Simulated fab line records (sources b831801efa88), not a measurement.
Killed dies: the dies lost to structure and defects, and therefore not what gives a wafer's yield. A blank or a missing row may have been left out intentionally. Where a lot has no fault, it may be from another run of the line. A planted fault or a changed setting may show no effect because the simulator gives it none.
Check for tools in common || flow gf180mcu || 33 wafers sampled across 11 lots

## WHAT PROMPTED THE OPENING
GF_NSD_OVL_MEAS_08, reading NSD_OVL: flagged on 2 of 11 lots. Fault-free wafers read 0.6 nm, with a standard deviation of 1.5.
Rule: a lot is flagged when every wafer of it that has a number lies more than 4 standard deviations from that mean, or none has a number. The rest of the lots are taken to be sound.

{"lot": "L461", "measured": "day 13 09:58", "on": "overlay-01", "NSD_OVL (nm), wafer by wafer": "-1.6 -0.1 -0.5", "flag": ""}
{"lot": "L462", "measured": "day 13 21:11", "on": "overlay-01", "NSD_OVL (nm), wafer by wafer": "0.1 -0.7 0.9", "flag": ""}
{"lot": "L463", "measured": "day 14 12:07", "on": "overlay-01", "NSD_OVL (nm), wafer by wafer": "-0.1 0.2 0.9", "flag": ""}
{"lot": "L464", "measured": "day 14 22:25", "on": "overlay-02", "NSD_OVL (nm), wafer by wafer": "0.3 0.1 -0.7", "flag": ""}
{"lot": "L465", "measured": "day 14 23:47", "on": "overlay-02", "NSD_OVL (nm), wafer by wafer": "2.0 1.2 2.3", "flag": ""}
{"lot": "L473", "measured": "day 17 21:49", "on": "overlay-02", "NSD_OVL (nm), wafer by wafer": "-94.2 -93.2 -93.4", "flag": "FLAGGED"}
{"lot": "L475", "measured": "day 18 07:50", "on": "overlay-02", "NSD_OVL (nm), wafer by wafer": "-94.0 -93.1 -94.0", "flag": "FLAGGED"}
{"lot": "L476", "measured": "day 18 21:28", "on": "overlay-02", "NSD_OVL (nm), wafer by wafer": "-1.6 1.4 0.5", "flag": ""}
{"lot": "L479", "measured": "day 19 23:55", "on": "overlay-02", "NSD_OVL (nm), wafer by wafer": "-1.3 -1.1 -1.3", "flag": ""}
{"lot": "L480", "measured": "day 20 03:58", "on": "overlay-02", "NSD_OVL (nm), wafer by wafer": "2.1 1.4 1.8", "flag": ""}
{"lot": "L482", "measured": "day 21 00:10", "on": "overlay-02", "NSD_OVL (nm), wafer by wafer": "0.6 2.5 0.4", "flag": ""}
The mean of the flagged lots' numbers is -93.7 nm, -94.2 nm from the usual (-63 standard deviations).

## TOOL THAT RAN EACH LOT
The record holds 1 process step before the reading, out of a route of 602 steps. In each cell: the tool, then ch and the chambers that the sampled wafers went through, then the start.
{"lot": "L461", "flag": "", "GF_NSD_EXPOSE_04": "iline stepper-01 ch 0, day 13 00:00"}
{"lot": "L462", "flag": "", "GF_NSD_EXPOSE_04": "iline stepper-01 ch 0, day 13 10:52"}
{"lot": "L463", "flag": "", "GF_NSD_EXPOSE_04": "iline stepper-01 ch 0, day 14 01:47"}
{"lot": "L464", "flag": "", "GF_NSD_EXPOSE_04": "iline stepper-02 ch 0, day 14 11:47"}
{"lot": "L465", "flag": "", "GF_NSD_EXPOSE_04": "iline stepper-02 ch 0, day 14 13:14"}
{"lot": "L473", "flag": "FLAGGED", "GF_NSD_EXPOSE_04": "iline stepper-01 ch 0, day 17 09:58"}
{"lot": "L475", "flag": "FLAGGED", "GF_NSD_EXPOSE_04": "iline stepper-01 ch 0, day 17 19:46"}
{"lot": "L476", "flag": "", "GF_NSD_EXPOSE_04": "iline stepper-02 ch 0, day 18 08:36"}
{"lot": "L479", "flag": "", "GF_NSD_EXPOSE_04": "iline stepper-02 ch 0, day 19 11:31"}
{"lot": "L480", "flag": "", "GF_NSD_EXPOSE_04": "iline stepper-02 ch 0, day 19 15:26"}
{"lot": "L482", "flag": "", "GF_NSD_EXPOSE_04": "iline stepper-02 ch 0, day 20 11:46"}
What these steps do:
- GF_NSD_EXPOSE_04: exposes mask Nplus, target cd 400 nm.
- GF_NSD_OVL_MEAS_08

## FLAGGED AGAINST TOTAL, ONE TOOL AT A TIME (gauges that did the reading follow at the end)
{"step": "GF_NSD_EXPOSE_04", "tool": "iline stepper-01", "lots run": 5, "flagged": 2, "share of the flagged lots": "all", "sound lots run after its first flagged lot": 0}
{"step": "GF_NSD_EXPOSE_04", "tool": "iline stepper-02", "lots run": 6, "flagged": 0, "share of the flagged lots": "none", "sound lots run after its first flagged lot": "-"}
{"step": "GF_NSD_OVL_MEAS_08", "tool": "overlay-01", "lots run": 3, "flagged": 0, "share of the flagged lots": "none", "sound lots run after its first flagged lot": "-"}
{"step": "GF_NSD_OVL_MEAS_08", "tool": "overlay-02", "lots run": 8, "flagged": 2, "share of the flagged lots": "all", "sound lots run after its first flagged lot": "4 (L476,L479,L480,L482)"}

## THE TABLE: WHAT IT ALLOWS
iline stepper-01 at GF_NSD_EXPOSE_04 and overlay-02 at GF_NSD_OVL_MEAS_08 are the 2 rows of the table that ran each flagged lot.
- iline stepper-01 at GF_NSD_EXPOSE_04 ran 5 lots, 2 of them flagged. It ran its last sound lot, L463, at day 14 01:47 and its first flagged lot, L473, at day 17 09:58: a fault with its onset between the two fits.
- overlay-02 at GF_NSD_OVL_MEAS_08 ran 8 lots, 2 of them flagged. Lots that were sound ran on it after the first flagged one (L476, L479, L480, L482); a persistent fault on the entire tool would not allow that.
What remains is a single tool, iline stepper-01 at GF_NSD_EXPOSE_04.

## WHAT WAS PUT IN BY THE SIMULATOR
Scanner matching overlay: iline stepper-01, from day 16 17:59 on, at GF_NSD_EXPOSE_04. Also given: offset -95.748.
Struck lots among those shown: L473, L475. The rule given above showed the same thing.
